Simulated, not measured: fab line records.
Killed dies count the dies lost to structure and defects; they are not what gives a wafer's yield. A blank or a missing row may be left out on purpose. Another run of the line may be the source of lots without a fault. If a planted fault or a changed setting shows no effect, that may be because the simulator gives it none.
Which of the tools did it? -- flow sky130 -- 33 wafers from 11 lots sampled at 3 of the route's 708 steps

== WHAT EACH GAUGE READ, for each wafer ==
SKY_LI_CONTACT_THK_MEAS_01.
lot,measured,on,LI_CONTACT_HDPCVD_THK (nm)
L246,day 29 01:25,film-metro-01,940 926 926
L247,day 29 18:07,film-metro-01,941 925 932
L251,day 31 00:40,film-metro-04,937 935 934
L252,day 31 02:14,film-metro-04,930 1371 939
L253,day 31 17:23,film-metro-01,926 929 922
L254,day 32 02:45,film-metro-02,927 934 922
L259,day 34 06:21,film-metro-01,928 930 925
L261,day 35 01:02,film-metro-02,940 936 942
L264,day 35 15:07,film-metro-04,927 937 937
L265,day 35 22:41,film-metro-01,942 934 944
L267,day 36 02:04,film-metro-04,939 923 940

== EACH LOT AND THE TOOL THAT RAN IT (in order: tool; ch and the chambers of the sampled wafers; start) ==
lot,SKY_POLY_GATE_ETCH_17,SKY_LI_CONTACT_HDPCVD_00
L246,"rie-si-02 ch 0,1,2, day 17 12:07","hdpcvd-01 ch 1,2, day 29 01:19"
L247,"rie-si-02 ch 1,2, day 18 04:28","hdpcvd-02 ch 0,2, day 29 17:59"
L251,"rie-si-02 ch 0,1, day 19 11:19","hdpcvd-02 ch 1,2, day 31 00:32"
L252,"rie-si-01 ch 0,3, day 19 12:16","hdpcvd-02 ch 0,1,2, day 31 02:07"
L253,"rie-si-01 ch 0,1,2, day 20 02:01","hdpcvd-01 ch 1,2, day 31 17:17"
L254,"rie-si-02 ch 0,1,2, day 20 11:25","hdpcvd-01 ch 0,1, day 32 02:37"
L259,"rie-si-01 ch 0,2,3, day 23 07:47","hdpcvd-01 ch 0,1,2, day 34 06:14"
L261,"rie-si-01 ch 0,2, day 24 01:32","hdpcvd-01 ch 1,2, day 35 00:55"
L264,"rie-si-02 ch 2,3, day 24 15:53","hdpcvd-01 ch 0,1, day 35 14:59"
L265,"rie-si-02 ch 2,3, day 25 00:10","hdpcvd-02 ch 0,1,2, day 35 22:37"
L267,"rie-si-01 ch 0,2,3, day 25 06:56","hdpcvd-01 ch 0,1,2, day 36 01:58"
- SKY_POLY_GATE_ETCH_17: etches poly-Si in HBr/Cl2, stops on SiO2, target depth 180 nm, time 70.5 s.
- SKY_LI_CONTACT_HDPCVD_00: deposits PSG, target thk 930 nm, time 155 s.

== THE ANSWER, worked out from the rows above alone ==
Rule: usual is defined by the lots themselves. The widest of any qualifying gaps counts: lots, ordered by their means at a reading, are off when they make up no more than a third of the lots, leave a main group of 4 or more, and stand apart from it by 3 or more times the standard deviation of that group's means. Not used: any main group whose means are identical at the precision the tables above print for the reading. A lot without any number at a reading at which 4 lots or more have one is off too. The other lots that the step has rows for count as sound.
Off: L252, at SKY_LI_CONTACT_THK_MEAS_01 (LI_CONTACT_HDPCVD_THK). For the main group the mean is 933 nm and the standard deviation 4.6.
A tool fits if, at a process step before that reading, it ran every lot that is off, and no sound lot after the first of them. Gauges at SKY_LI_CONTACT_THK_MEAS_01: tried the same way as those tools. Of those tried, none fits.

== WHAT THE SIMULATOR HAD INSERTED ==
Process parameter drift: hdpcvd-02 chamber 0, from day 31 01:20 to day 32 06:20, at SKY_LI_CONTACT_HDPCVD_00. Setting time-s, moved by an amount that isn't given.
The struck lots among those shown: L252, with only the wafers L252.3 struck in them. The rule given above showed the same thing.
